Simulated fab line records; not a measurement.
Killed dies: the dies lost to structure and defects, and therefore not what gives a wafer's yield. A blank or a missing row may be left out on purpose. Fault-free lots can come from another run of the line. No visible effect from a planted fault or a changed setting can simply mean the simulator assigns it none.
Comparing a struck lot with a sound one -- flow sky130 -- 14 steps out of a route of 708
Sound: wafers L689.1, L689.4, L689.6. Struck: wafers L690.1, L690.4, L690.5. The cause is given at the end.
Order at every step that has rows: each side's tool, ch and its chambers, its first start. Under that, the readings that differ: sound wafers -- struck wafers -- difference of the means -- sigmas: that difference in standard deviations of wafers without a fault.
alike: same words and numbers on both sides, and readings whose means sit less than 2 such deviations apart. not compared: any withheld reading, any reading some wafer has no value for, any bound like >300 that may hide the same value, and any number with overlapping values for which the record gives no deviation.
The two part at a step that has a row with sigmas, a row that says differs or no value, or rows on one side only. Non-overlapping numbers with no deviation appear without sigmas and do not part them. A reading missing from all wafers of one side parts the sides only when that side holds two or more wafers.

first, 2 steps without rows for these wafers: SKY_VT_ADJUST_PCH_PEB_05; SKY_VT_ADJUST_PCH_DEVELOP_06 (develop time 60 s).
SKY_VT_ADJUST_PCH_OVL_MEAS_07:
  sound: overlay-01 at day 12 00:06; struck: overlay-01 at day 12 02:56
  alike: VT_ADJUST_PCH_OVL
after that, 1 step had no rows for these wafers: SKY_VT_ADJUST_PCH_IMPLANT_08.
SKY_VT_ADJUST_PCH_STRIP_09: strips in O2/N2.
  sound on plasma-asher-04 ch 0,1, day 12 00:17; struck on plasma-asher-01 ch 0,1, day 12 03:08
  alike: drypump-motor-current-A, n2-flow-sccm, oes-product-au, strip-time-to-endpoint-s
  not compared: rf-hours-counter-h
SKY_VT_ADJUST_PCH_TW_MEAS_10:
  sound: film-metro-03 at day 12 00:23; struck: film-metro-01 at day 12 03:14
  alike: VT_ADJUST_PCH_TW
then, 6 steps without rows for these wafers: SKY_SONOS_TUNNEL_DEHYDRATE_00 (time 60 s); SKY_SONOS_TUNNEL_HMDS_01 (prime time 60 s); SKY_SONOS_TUNNEL_COAT_02 (resist thk 1140 nm); SKY_SONOS_TUNNEL_SOFTBAKE_03 (time 60 s); SKY_SONOS_TUNNEL_EXPOSE_04 (exposes mask TUNM, target cd 410 nm); SKY_SONOS_TUNNEL_PEB_05.
SKY_SONOS_TUNNEL_DEVELOP_06: develop time 60 s.
  sound on litho-track-02 ch 0, day 13 00:42; struck on litho-track-04, day 13 03:34
  no value came back on the struck wafers for chill-plate-temp-C (C), develop-time-s (s); on the sound wafers chill-plate-temp-C (C) reads 23.15 23.10 23.08
SKY_SONOS_TUNNEL_CD_MEAS_07 targets a cd of 410 nm.
  sound: cd-sem-01 at day 13 00:51; struck: cd-sem-02 at day 13 03:43
reading,sound,struck,difference,sigmas
cd-nm (nm),407.9 407.0 406.4,- - -,no value on the struck wafers,

WHERE THEY PART
Earliest at SKY_SONOS_TUNNEL_DEVELOP_06; latest, in this record, at SKY_SONOS_TUNNEL_CD_MEAS_07.

WHY: whatever the simulator had introduced
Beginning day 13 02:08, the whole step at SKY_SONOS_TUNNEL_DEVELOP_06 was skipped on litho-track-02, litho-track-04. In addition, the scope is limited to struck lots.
